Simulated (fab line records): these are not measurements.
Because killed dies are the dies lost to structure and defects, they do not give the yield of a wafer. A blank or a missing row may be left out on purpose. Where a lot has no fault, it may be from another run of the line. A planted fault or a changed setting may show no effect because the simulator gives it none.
Which tool was responsible? / flow gf180mcu / Sampling: 13 lots, 39 wafers, 5 of 602 route steps

## WHAT THE GAUGES SHOWED, per wafer
GF_SAB_CD_MEAS_09: target cd 420 nm.
lot=L499; measured=day 14 13:44; on=cd_sem-01; cd_nm (nm)=418.5 420.8 419.2
lot=L501; measured=day 15 09:11; on=cd_sem-02; cd_nm (nm)=417.0 418.7 418.6
lot=L502; measured=day 15 15:49; on=cd_sem-02; cd_nm (nm)=422.3 422.2 422.8
lot=L506; measured=day 18 23:34; on=cd_sem-02; cd_nm (nm)=423.4 421.4 423.7
lot=L508; measured=day 18 23:43; on=cd_sem-01; cd_nm (nm)=420.9 423.6 424.2
lot=L509; measured=day 19 05:55; on=cd_sem-02; cd_nm (nm)=420.6 420.9 420.9
lot=L510; measured=day 19 06:53; on=cd_sem-01; cd_nm (nm)=420.8 422.9 421.8
lot=L512; measured=day 20 19:30; on=cd_sem-01; cd_nm (nm)=420.7 420.0 421.1
lot=L513; measured=day 20 21:21; on=cd_sem-01; cd_nm (nm)=418.1 419.7 417.0
lot=L515; measured=day 21 16:16; on=cd_sem-02; cd_nm (nm)=417.6 418.5 418.3
lot=L518; measured=day 22 20:31; on=cd_sem-02; cd_nm (nm)=422.4 422.3 423.3
lot=L519; measured=day 23 05:28; on=cd_sem-01; cd_nm (nm)=416.6 417.7 418.2
lot=L521; measured=day 23 18:30; on=cd_sem-01; cd_nm (nm)=422.5 420.8 422.3

GF_SALICIDE_RS_MEAS_04: measurement is done with a four-point probe.
lot=L499; measured=day 14 14:19; on=film_metro-02; SALICIDE_TIN_RS (ohm/sq)=16.14 16.03 16.32
lot=L501; measured=day 15 09:44; on=film_metro-02; SALICIDE_TIN_RS (ohm/sq)=16.38 15.97 16.47
lot=L502; measured=day 15 16:23; on=film_metro-03; SALICIDE_TIN_RS (ohm/sq)=16.33 16.20 16.63
lot=L506; measured=day 19 00:07; on=film_metro-01; SALICIDE_TIN_RS (ohm/sq)=16.17 16.55 16.54
lot=L508; measured=day 19 00:17; on=film_metro-02; SALICIDE_TIN_RS (ohm/sq)=16.41 16.58 16.49
lot=L509; measured=day 19 06:29; on=film_metro-03; SALICIDE_TIN_RS (ohm/sq)=16.58 16.14 16.38
lot=L510; measured=day 19 07:28; on=film_metro-02; SALICIDE_TIN_RS (ohm/sq)=16.22 16.00 16.34
lot=L512; measured=day 20 20:04; on=film_metro-01; SALICIDE_TIN_RS (ohm/sq)=20.43 16.64 20.98 20.45 16.62 20.95
lot=L513; measured=day 20 21:55; on=film_metro-02; SALICIDE_TIN_RS (ohm/sq)=16.41 20.69 16.60 16.39 20.67 16.53
lot=L515; measured=day 21 16:49; on=film_metro-02; SALICIDE_TIN_RS (ohm/sq)=16.92 16.89 21.55 16.90 16.89 21.58
lot=L518; measured=day 22 21:07; on=film_metro-01; SALICIDE_TIN_RS (ohm/sq)=16.24 16.01 16.24
lot=L519; measured=day 23 06:03; on=film_metro-02; SALICIDE_TIN_RS (ohm/sq)=16.01 15.91 16.21
lot=L521; measured=day 23 19:03; on=film_metro-02; SALICIDE_TIN_RS (ohm/sq)=16.17 16.43 16.46

GF_CONTACT_OVL_MEAS_15.
lot=L499; measured=day 15 12:28; on=overlay-02; CONTACT_OVL (nm)=-2 -3 -5
lot=L501; measured=day 16 08:34; on=overlay-02; CONTACT_OVL (nm)=7 4 2
lot=L502; measured=day 16 14:52; on=overlay-02; CONTACT_OVL (nm)=-1 -1 3
lot=L506; measured=day 20 01:38; on=overlay-02; CONTACT_OVL (nm)=2 5 -1
lot=L508; measured=day 20 02:28; on=overlay-01; CONTACT_OVL (nm)=4 2 1
lot=L509; measured=day 20 07:58; on=overlay-02; CONTACT_OVL (nm)=-2 -4 -3
lot=L510; measured=day 20 09:25; on=overlay-02; CONTACT_OVL (nm)=-2 1 -2
lot=L512; measured=day 21 21:12; on=overlay-01; CONTACT_OVL (nm)=-5 -1 -4
lot=L513; measured=day 21 23:10; on=overlay-02; CONTACT_OVL (nm)=3 7 11
lot=L515; measured=day 22 17:43; on=overlay-01; CONTACT_OVL (nm)=-4 -4 -1
lot=L518; measured=day 23 20:30; on=overlay-02; CONTACT_OVL (nm)=-5 -3 -3
lot=L519; measured=day 24 05:37; on=overlay-02; CONTACT_OVL (nm)=2 -4 3
lot=L521; measured=day 24 17:37; on=overlay-01; CONTACT_OVL (nm)=0 4 3

## WHAT TOOL EACH LOT RAN ON (gives the tool, then ch and the chambers of the sampled wafers, and finally the start)
lot=L499; GF_HV_LDD_ETCHBACK_58=rie_diel-03 ch 1,2,3, day 12 01:05; GF_SALICIDE_SPUTTER_02=pvd_sputter-03, day 14 14:16
lot=L501; GF_HV_LDD_ETCHBACK_58=rie_diel-04 ch 0,3, day 12 19:02; GF_SALICIDE_SPUTTER_02=pvd_sputter-03, day 15 09:40
lot=L502; GF_HV_LDD_ETCHBACK_58=rie_diel-04 ch 1,2, day 13 01:16; GF_SALICIDE_SPUTTER_02=pvd_sputter-02, day 15 16:19
lot=L506; GF_HV_LDD_ETCHBACK_58=rie_diel-04 ch 1,2,3, day 16 01:52; GF_SALICIDE_SPUTTER_02=pvd_sputter-03, day 19 00:01
lot=L508; GF_HV_LDD_ETCHBACK_58=rie_diel-02 ch 0,1,2, day 16 02:31; GF_SALICIDE_SPUTTER_02=pvd_sputter-01, day 19 00:13
lot=L509; GF_HV_LDD_ETCHBACK_58=rie_diel-02 ch 1,2,3, day 16 06:42; GF_SALICIDE_SPUTTER_02=pvd_sputter-03, day 19 06:26
lot=L510; GF_HV_LDD_ETCHBACK_58=rie_diel-03 ch 0,1,2, day 16 06:46; GF_SALICIDE_SPUTTER_02=pvd_sputter-01, day 19 07:23
lot=L512; GF_HV_LDD_ETCHBACK_58=rie_diel-02 ch 0,2, day 17 17:31; GF_SALICIDE_SPUTTER_02=pvd_sputter-01, day 20 20:00
lot=L513; GF_HV_LDD_ETCHBACK_58=rie_diel-03 ch 0,1,3, day 17 18:56; GF_SALICIDE_SPUTTER_02=pvd_sputter-01, day 20 21:50
lot=L515; GF_HV_LDD_ETCHBACK_58=rie_diel-04 ch 2,3, day 18 14:32; GF_SALICIDE_SPUTTER_02=pvd_sputter-01, day 21 16:44
lot=L518; GF_HV_LDD_ETCHBACK_58=rie_diel-02 ch 2,3, day 19 19:38; GF_SALICIDE_SPUTTER_02=pvd_sputter-03, day 22 21:04
lot=L519; GF_HV_LDD_ETCHBACK_58=rie_diel-03 ch 0,1,2, day 20 05:22; GF_SALICIDE_SPUTTER_02=pvd_sputter-02, day 23 05:59
lot=L521; GF_HV_LDD_ETCHBACK_58=rie_diel-02 ch 0,1,2, day 20 18:35; GF_SALICIDE_SPUTTER_02=pvd_sputter-03, day 23 18:59
- GF_HV_LDD_ETCHBACK_58: etches Si3N4 in CH3F/O2, stops on SiO2, time 100 s, target depth 90 nm.
- GF_SALICIDE_SPUTTER_02: material Co, target thk 10 nm, time 20 s.

## WHAT THE TOOLS THEMSELVES READ (means of the sampled wafers that have a number; where no wafer has one, the mark that the record gives instead)
GF_HV_LDD_ETCHBACK_58.
lot=L499; tool=rie_diel-03; drypump_motor_current_A (A)=5.8; oes_product_au (a.u.)=0.836; throttle_valve_pct (%)=10.553
lot=L501; tool=rie_diel-04; drypump_motor_current_A (A)=5.9; oes_product_au (a.u.)=0.838; throttle_valve_pct (%)=10.558
lot=L502; tool=rie_diel-04; drypump_motor_current_A (A)=5.5; oes_product_au (a.u.)=0.846; throttle_valve_pct (%)=10.563
lot=L506; tool=rie_diel-04; drypump_motor_current_A (A)=5.7; oes_product_au (a.u.)=0.850; throttle_valve_pct (%)=10.554
lot=L508; tool=rie_diel-02; drypump_motor_current_A (A)=5.9; oes_product_au (a.u.)=0.842; throttle_valve_pct (%)=10.553
lot=L509; tool=rie_diel-02; drypump_motor_current_A (A)=5.9; oes_product_au (a.u.)=0.849; throttle_valve_pct (%)=10.564
lot=L510; tool=rie_diel-03; drypump_motor_current_A (A)=5.9; oes_product_au (a.u.)=0.850; throttle_valve_pct (%)=10.556
lot=L512; tool=rie_diel-02; drypump_motor_current_A (A)=5.9; oes_product_au (a.u.)=0.845; throttle_valve_pct (%)=10.556
lot=L513; tool=rie_diel-03; drypump_motor_current_A (A)=6.2; oes_product_au (a.u.)=0.844; throttle_valve_pct (%)=10.554
lot=L515; tool=rie_diel-04; drypump_motor_current_A (A)=5.8; oes_product_au (a.u.)=0.836; throttle_valve_pct (%)=10.562
lot=L518; tool=rie_diel-02; drypump_motor_current_A (A)=5.7; oes_product_au (a.u.)=0.844; throttle_valve_pct (%)=10.566
lot=L519; tool=rie_diel-03; drypump_motor_current_A (A)=5.9; oes_product_au (a.u.)=0.833; throttle_valve_pct (%)=10.564
lot=L521; tool=rie_diel-02; drypump_motor_current_A (A)=6.0; oes_product_au (a.u.)=0.843; throttle_valve_pct (%)=10.568

GF_SALICIDE_SPUTTER_02.
lot=L499; tool=pvd_sputter-03; throttle_valve_pct (%)=30.0
lot=L501; tool=pvd_sputter-03; throttle_valve_pct (%)=30.8
lot=L502; tool=pvd_sputter-02; throttle_valve_pct (%)=29.9
lot=L506; tool=pvd_sputter-03; throttle_valve_pct (%)=30.1
lot=L508; tool=pvd_sputter-01; throttle_valve_pct (%)=29.6
lot=L509; tool=pvd_sputter-03; throttle_valve_pct (%)=29.5
lot=L510; tool=pvd_sputter-01; throttle_valve_pct (%)=29.5
lot=L512; tool=pvd_sputter-01; throttle_valve_pct (%)=29.3
lot=L513; tool=pvd_sputter-01; throttle_valve_pct (%)=29.7
lot=L515; tool=pvd_sputter-01; throttle_valve_pct (%)=29.0
lot=L518; tool=pvd_sputter-03; throttle_valve_pct (%)=30.0
lot=L519; tool=pvd_sputter-02; throttle_valve_pct (%)=29.3
lot=L521; tool=pvd_sputter-03; throttle_valve_pct (%)=30.6

## THE ANSWER, worked out from the rows above alone
Rule: the usual values come from the lots themselves. Put in order of their means at a reading, lots are off if they are a third of the lots or fewer, leave a main group of 4 or more, and stand apart from it by a gap of 3 or more times the standard deviation of the main group's means; of several such gaps the widest counts. A main group whose means are all the same, to the digits that the tables above print for the reading, isn't used. A lot without any number at a reading at which 4 lots or more have one is off too. Any other lot the step has rows for is counted as sound. The gauges are gone through in route order, then the tools' own readings, and for those a lot's mean is taken as printed above. The first step at which some lot is off is used, and at that step the reading that is off furthest; a lot without a number counts as furthest.
Off: L512, L513, L515, seen at GF_SALICIDE_RS_MEAS_04 (SALICIDE_TIN_RS). The main group: mean 16.29 ohm/sq, standard deviation 0.13.
If a tool, at a process step before that reading, ran all the lots that are off and no sound lot after the first of them, it fits. Gauges at GF_SALICIDE_RS_MEAS_04: tried the same way as those tools. One fits: pvd_sputter-01 at GF_SALICIDE_SPUTTER_02. Its last sound lot is L510 (day 19 07:23), its first lot that is off L512 (day 20 20:00): a fault that began between those two fits.

## WHAT WAS PUT IN BY THE SIMULATOR
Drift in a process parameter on pvd_sputter-01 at GF_SALICIDE_SPUTTER_02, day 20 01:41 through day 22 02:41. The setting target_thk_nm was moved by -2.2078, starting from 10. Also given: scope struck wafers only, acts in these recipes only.
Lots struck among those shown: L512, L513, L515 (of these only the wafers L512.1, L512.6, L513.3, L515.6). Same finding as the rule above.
